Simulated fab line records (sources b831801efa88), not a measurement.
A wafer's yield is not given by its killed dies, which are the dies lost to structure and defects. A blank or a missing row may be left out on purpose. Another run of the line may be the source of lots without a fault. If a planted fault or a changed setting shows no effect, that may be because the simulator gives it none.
A struck lot beside a sound one || flow sky130 || 22 out of 708 route steps
Sound: the wafers L372.1, L372.3, L372.6. Wafers L380.1, L380.3, L380.6 were the ones struck. Last of all comes the cause.
Per side, at each step with rows, come the tool, then ch with its chambers, and then its first start. Under that, the readings that differ: sound wafers || struck wafers || difference of the means || sigmas: that difference in standard deviations of wafers without a fault.
alike: readings with means less than 2 such deviations apart, plus words and numbers identical on both sides. not compared: withheld readings, readings lacking a value on some wafer, bounds such as >300 that could conceal the same value, and numbers that have no deviation in the record and whose values overlap.
Wherever a step has rows on one side only, a row that says differs or no value, or a row with sigmas, the two part there. When numbers do not overlap yet have no deviation, they are printed without sigmas and do not part them. Lack of a reading on every wafer of one side parts them only where that side has two or more wafers.

SKY_POLY_GATE_THK_MEAS_21:
  sound: filmMetro-01 at day 20 05:28; struck: filmMetro-04 at day 23 06:14
  alike: POLY_GATE_OXIDATION_THK
SKY_POLY_GATE_CD_MEAS_22:
  sound: cdSem-01 at day 20 05:31; struck: cdSem-02 at day 23 06:18
  alike: cdNm
then, 7 steps without rows for these wafers: SKY_LDD_N_DEHYDRATE_00 (time 60 s); SKY_LDD_N_HMDS_01 (prime time 60 s); SKY_LDD_N_COAT_02 (resist thk 300 nm); SKY_LDD_N_SOFTBAKE_03 (time 60 s); SKY_LDD_N_EXPOSE_04 (exposes mask NTM, target cd 840 nm); SKY_LDD_N_PEB_05; SKY_LDD_N_DEVELOP_06 (develop time 60 s).
SKY_LDD_N_OVL_MEAS_07:
  sound: overlay-01 at day 21 12:40; struck: overlay-02 at day 24 12:04
{"reading": "LDD_N_OVL (nm)", "sound": "1.7 0.8 -1.0", "struck": "-3.5 -2.1 -1.6", "difference": -2.9, "sigmas": -2}
then, 2 steps without rows for these wafers: SKY_LDD_N_IMPLANT_08; SKY_LDD_N_IMPLANT_09.
SKY_LDD_N_IMPLANT_10:
  sound on implanter-01 ch 0, day 21 13:00; struck on implanter-01 ch 0, day 24 12:24
{"reading": "beamOnS (s)", "sound": "10.05 9.90 10.17", "struck": "34.46 34.36 34.81", "difference": "+24.50", "sigmas": "+99 or more"}
{"reading": "doseIonsCm2", "sound": "7.503e+13 7.502e+13 7.487e+13", "struck": "3.4497e+14 3.4505e+14 3.4505e+14", "difference": "+2.7005e+14", "sigmas": "+99 or more"}
{"reading": "faradayCurrentUA", "sound": "421 428 415", "struck": "565 566 562", "difference": "+143", "sigmas": "+17"}
  alike: rotationDeg
then, 5 steps without rows for these wafers: SKY_LDD_N_IMPLANT_11; SKY_LDD_N_IMPLANT_12; SKY_LDD_N_IMPLANT_13; SKY_LDD_N_IMPLANT_14; SKY_LDD_N_IMPLANT_15.
SKY_LDD_N_STRIP_16: strips in O2/N2.
  sound on plasmaAsher-02 ch 1, day 21 13:54; struck on plasmaAsher-02 ch 0, day 24 13:18
{"reading": "stripTimeToEndpointS (s)", "sound": "4.329 4.333 4.331", "struck": "5.005 5.000 4.997", "difference": "+0.670", "sigmas": "+48"}
  alike: drypumpMotorCurrentA, oesProductAu
  not compared: rfHoursCounterH
SKY_LDD_N_TW_MEAS_17:
  sound: filmMetro-03 at day 21 14:00; struck: filmMetro-02 at day 24 13:24
{"reading": "LDD_N_TW", "sound": "2580 2590 2573", "struck": "2801 2803 2806", "difference": "+222", "sigmas": "+8"}
then, 1 step without rows for these wafers: SKY_LDD_P_DEHYDRATE_00 (time 60 s).
-- here the record skips 26 days between the struck wafers' starts before and after, leaving off in module LDD_P and picking up in module PAD_OPEN (first step shown: number 708 of the route) --
SKY_PAD_OPEN_PROBE_99:
  sound: prober-01 at day 48 05:56; struck: prober-01 at day 50 11:16
{"reading": "model.etest.tipN.rsOhmSq", "sound": 446.4, "struck": "316.1 314.8", "difference": -130.9, "sigmas": ""}
{"reading": "model.etest.nfet_01v8.rOnOhmUm", "sound": 836.4, "struck": "806.3 776.8", "difference": -44.9, "sigmas": ""}
{"reading": "model.etest.nfet_01v8_swapped.driveUaUm", "sound": 501.4, "struck": "529 545.4", "difference": "+36", "sigmas": ""}
{"reading": "model.etest.nfet_01v8_turned.driveUaUm", "sound": 501, "struck": "531.6 545.5", "difference": "+37.5", "sigmas": ""}
{"reading": "model.etest.nfet_01v8_lvt.driveUaUm", "sound": 577.2, "struck": "589 612.8", "difference": "+24", "sigmas": ""}
{"reading": "model.etest.nfet_01v8.driveUaUm", "sound": 502.3, "struck": "525 535.8", "difference": "+28", "sigmas": ""}
{"reading": "model.etest.sramNfetPass.driveUaUm", "sound": 509.8, "struck": "520 524.9", "difference": "+13", "sigmas": ""}
  not compared: model.etest.nfet_01v8_swapped.offLog10AUm

## WHERE THEY PART
At SKY_LDD_N_OVL_MEAS_07 first; at SKY_LDD_N_TW_MEAS_17 last (within this record only).

WHY: what the simulator had put in
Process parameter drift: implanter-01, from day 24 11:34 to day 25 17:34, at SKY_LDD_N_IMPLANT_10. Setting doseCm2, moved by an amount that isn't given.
